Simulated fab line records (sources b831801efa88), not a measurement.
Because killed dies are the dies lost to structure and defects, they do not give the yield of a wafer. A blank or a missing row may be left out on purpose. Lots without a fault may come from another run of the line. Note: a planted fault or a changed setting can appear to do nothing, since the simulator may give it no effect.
Code-filled problem report in 8D (eight disciplines) form ; flow gf180mcu ; the parts of the form that need people (team, actions taken, sign-off) are left out

1. WHAT IS WRONG
oesProductAu at GF_V5_ETCH_17 reads a mean of 0.974 a.u. on 1 wafer of 1 lot; wafers without a fault read 0.859 a.u. with a standard deviation of 0.0049. That puts it +23 standard deviations away from the usual mean.
The step: etches SiO2 in C4F8/O2/Ar, stops on TiN, target depth 855 nm.
The step gives no start for some of these wafers. At this step, 32 wafers from 11 lots have a number in the record. By rule, "out" or "out of limits" means more than 4 standard deviations away from the usual mean. The other wafers with a number count as sound.

2. WHAT IT IS, AND WHAT IT ISN'T
question;is;is not
which readings at this step;oesProductAu;-
which lots;L172;L162, L163, L164, L177, L180, L181, L182, L183, L184, L185
which wafers of those lots;L172.4;L172.6
read on which tools;rieDiel-04;rieDiel-02, rieDiel-03

3. THE SUSPECTS, EACH WITH WHAT RULES IT OUT
Counting: if a tool at a process step up to the reading ran every lot that is out, it stays a suspect. Sound lots after the first of them don't rule it out here, since some wafers of a struck lot are sound.
- cmp-02 at GF_V5_CMP_04 (polishes SiO2): kept. It ran the lot that is out, L172 (day 29 15:21); its last sound lot up to then is L164 (day 27 04:43).
- rieDiel-04 at GF_V5_ETCH_17 (etches SiO2 in C4F8/O2/Ar, stops on TiN, target depth 855 nm): kept. It ran the lot that is out, L172 (day 30 11:46); its last sound lot up to then is L163 (day 27 11:05). Its own readings are out on those wafers: oesProductAu. GF_V5_ETCH_17 gives no start for some lots, so the hours and the order of its lots are those of GF_TOP_METAL_SPUTTER_02.
- The sound lot-mates ran in chamber 0 of rieDiel-04 at GF_V5_ETCH_17, but the wafers that are out ran in chamber 3.
Left after counting: cmp-02 at GF_V5_CMP_04, rieDiel-04 at GF_V5_ETCH_17.

4. THE CAUSE (what the simulator had put in)
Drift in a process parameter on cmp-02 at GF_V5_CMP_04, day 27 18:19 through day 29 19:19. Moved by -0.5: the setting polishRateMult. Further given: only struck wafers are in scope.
Counting leaves 2 suspects; this tool is one of them.

5. THE EFFECT CHAIN, in route order
Each row: a reading whose mean over the struck wafers that have a number lies more than 3 standard deviations from the usual. Readings are gone through only where the record gives a usual standard deviation; hours: the median, over the lots, of the time from a lot's start at the first step in this table giving one to that lot's start at this step; sigmas: the change measured in usual standard deviations.
hours;step;reading;usual;on struck wafers;change;sigmas
-;GF_V5_ETCH_17;oesProductAu;0.859 a.u.;0.974;+0.115;+23
It contains these process steps:
- GF_V5_ETCH_17: etches SiO2 in C4F8/O2/Ar, stops on TiN, target depth 855 nm.
Later measuring or inspecting steps at which every struck wafer that the step has a row for has a number for every such reading, and none has moved that far: GF_TOP_METAL_RS_MEAS_05.

6. HOW IT WOULD HAVE BEEN CAUGHT EARLIER
No tool reading at GF_V5_CMP_04 that has a usual standard deviation in the record was out on any struck wafer, so an alarm limit of 4 standard deviations on those readings would not have fired.
